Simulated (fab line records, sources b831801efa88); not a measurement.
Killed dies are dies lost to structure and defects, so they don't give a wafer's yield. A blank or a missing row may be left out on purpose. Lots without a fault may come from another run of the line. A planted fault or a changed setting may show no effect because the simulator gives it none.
Which tool did it? | flow gf180mcu | 6 lots, 18 wafers sampled, at 2 steps of a route of 602

WHAT THE GAUGES READ, wafer by wafer
GF_HV_LDD_THK_MEAS_57.
lot  | measured     | on            | HV_LDD_CVD_56_THK (nm)
L506 | day 13 13:55 | film_metro-02 | 90.8 89.5 90.8
L509 | day 14 08:09 | film_metro-04 | 88.8 88.7 87.5
L512 | day 15 11:49 | film_metro-02 | 88.5 88.2 89.4
L520 | day 18 03:53 | film_metro-01 | 60.2 61.0 60.9
L523 | day 19 04:43 | film_metro-04 | 89.9 89.9 90.3
L527 | day 20 06:01 | film_metro-04 | 89.9 90.1 89.1

WHICH TOOL RAN EACH LOT (tool, then ch and the chambers of the sampled wafers, then the start)
lot  | GF_HV_LDD_CVD_56
L506 | lpcvd-02 ch 1, day 13 11:46
L509 | lpcvd-02 ch 1, day 14 06:43
L512 | lpcvd-02 ch 0, day 15 10:23
L520 | lpcvd-02 ch 1, day 18 02:26
L523 | lpcvd-01 ch 1, day 19 02:33
L527 | lpcvd-01 ch 0, day 20 04:35
- GF_HV_LDD_CVD_56: deposits Si3N4 from DCS/NH3, target thk 90 nm, time 1543 s.

THE ANSWER, worked out from the rows above alone
Rule: what is usual is taken from the lots themselves. Put in order of their means at a reading, lots are off if they are a third of the lots or fewer, leave a main group of 4 or more, and stand apart from it by a gap of 3 or more times the standard deviation of the main group's means; of several such gaps the widest counts. A main group whose means are all the same, to the digits that the tables above print for the reading, isn't used. A lot without any number at a reading at which 4 lots or more have one is off too. The other lots that the step has rows for count as sound.
Off: L520, at GF_HV_LDD_THK_MEAS_57 (HV_LDD_CVD_56_THK). The main group: mean 89.4 nm, standard deviation 0.78.
A tool fits if, at a process step before that reading, it ran every lot that is off, and no sound lot after the first of them. The gauges at GF_HV_LDD_THK_MEAS_57 are tried like those tools. Can't be told from this: 2 tools fit, lpcvd-02 at GF_HV_LDD_CVD_56, film_metro-01 at GF_HV_LDD_THK_MEAS_57.

WHAT THE SIMULATOR HAD PUT IN
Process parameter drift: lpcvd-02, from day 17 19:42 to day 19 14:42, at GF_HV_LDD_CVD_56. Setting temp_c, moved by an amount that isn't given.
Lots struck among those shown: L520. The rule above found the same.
